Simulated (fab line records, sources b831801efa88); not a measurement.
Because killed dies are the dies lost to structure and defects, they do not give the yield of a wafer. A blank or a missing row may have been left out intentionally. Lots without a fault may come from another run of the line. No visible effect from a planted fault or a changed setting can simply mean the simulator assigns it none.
Chamber matching -- flow gf180mcu -- GF_V1_CMP_04 on cmp-01: 4 sister chambers
The step polishes SiO2. 17 wafers are shown with their chamber, then 8 later ones without.

== WAFERS WITH THEIR CHAMBER ==
wafer,chamber,motorCurrentA (A),slurryFlowMlMin,timeToEndpointS (s)
L848.1,1,13.2,150.5,80
L848.3,0,11.2,149.6,78
L848.4,3,12.4,149.6,82
L850.2,1,12.1,150.2,84
L850.3,0,11.3,149.4,85
L850.5,3,12.3,150.0,88
L849.3,1,13.2,150.2,75
L849.4,3,12.7,150.1,86
L849.6,0,10.8,150.0,86
L857.2,3,12.9,149.4,74
L857.3,2,13.0,149.7,72
L857.4,1,12.5,150.1,76
L858.1,1,12.5,150.4,78
L858.2,2,13.0,149.9,82
L858.4,0,10.3,150.4,86
L863.1,3,12.3,149.7,80
L863.6,0,10.0,148.8,90

SIGNATURES, as means of the wafers listed above
reading,chamber 0,chamber 1,chamber 2,chamber 3,scatter within a chamber
motorCurrentA,10.720,12.700,13.000,12.520,0.438
slurryFlowMlMin,149.640,150.280,149.800,149.760,0.386
timeToEndpointS,85.00,78.60,77.00,82.00,4.78
Rule: a wafer lies at a distance from a chamber equal to the root of the sum of squares, over the readings, of (its reading less the chamber's mean, divided by the reading's scatter). If the next closest chamber is less than 2 further off than the closest, the wafer can't be placed; otherwise it belongs to the closest. How the scatter is found: for the shown wafers, subtract from each reading the mean of its chamber, square and add these, divide the total by (wafers less chambers), then take the root.

== WAFERS WITHOUT THEIR CHAMBER ==
wafer,motorCurrentA (A),slurryFlowMlMin,timeToEndpointS (s)
L867.1,13.1,149.3,74
L867.3,12.2,150.1,72
L869.1,12.5,150.0,81
L869.3,12.5,149.4,83
L869.6,13.0,150.3,85
L871.3,12.7,149.3,75
L871.4,10.9,150.2,87
L871.5,13.3,149.8,89

== WHICH CHAMBER EACH WENT THROUGH ==
wafer,from the rows above,in truth
L867.1,can't be placed: 2 or 3 or 1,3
L867.3,can't be placed: 1 or 2 or 3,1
L869.1,can't be placed: 3 or 1 or 2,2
L869.3,can't be placed: 3 or 2 or 1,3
L869.6,can't be placed: 1 or 3 or 2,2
L871.3,can't be placed: 2 or 3 or 1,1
L871.4,0,0
L871.5,can't be placed: 3 or 2 or 1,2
Correct placement for 1 of the 8. Cannot be placed on the basis of these rows: 7; the candidates contain the true chamber in 7. 0 placed wrongly.
